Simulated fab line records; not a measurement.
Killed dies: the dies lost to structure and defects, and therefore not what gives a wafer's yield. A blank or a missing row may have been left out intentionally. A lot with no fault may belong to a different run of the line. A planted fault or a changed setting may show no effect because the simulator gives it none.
Which tool did it?	flow sky130	6 lots (18 wafers sampled), 1 step of a 708-step route

== WHAT EACH GAUGE READ, for each wafer ==
SKY_VIA1_OVL_MEAS_13.
lot	measured	on	VIA1_OVL (nm)
L820	day 34 06:34	overlay-01	7 1 -4
L828	day 37 04:52	overlay-02	-1 0 -1
L833	day 39 03:49	overlay-02	-8 -1 -4
L835	day 39 13:30	overlay-02	-2 2 1
L837	day 40 02:28	overlay-02	7 9 9
L841	day 41 10:10	overlay-02	0 2 7

== WHAT TOOL EACH LOT RAN ON (gives the tool, then ch and the chambers of the sampled wafers, and finally the start) ==
There is no process step in the record ahead of these readings.

== THE ANSWER, worked out from the rows above alone ==
Rule: what is usual is taken from the lots themselves. Put in order of their means at a reading, lots are off if they are a third of the lots or fewer, leave a main group of 4 or more, and stand apart from it by a gap of 3 or more times the standard deviation of the main group's means; of several such gaps the widest counts. A main group whose means are all the same, to the digits that the tables above print for the reading, isn't used. A lot without any number at a reading at which 4 lots or more have one is off too. Where the step has rows for the other lots, those lots are counted as sound.
Across all readings shown, no lot is off: no conclusion can be drawn from this.

== WHAT THE SIMULATOR PUT IN ==
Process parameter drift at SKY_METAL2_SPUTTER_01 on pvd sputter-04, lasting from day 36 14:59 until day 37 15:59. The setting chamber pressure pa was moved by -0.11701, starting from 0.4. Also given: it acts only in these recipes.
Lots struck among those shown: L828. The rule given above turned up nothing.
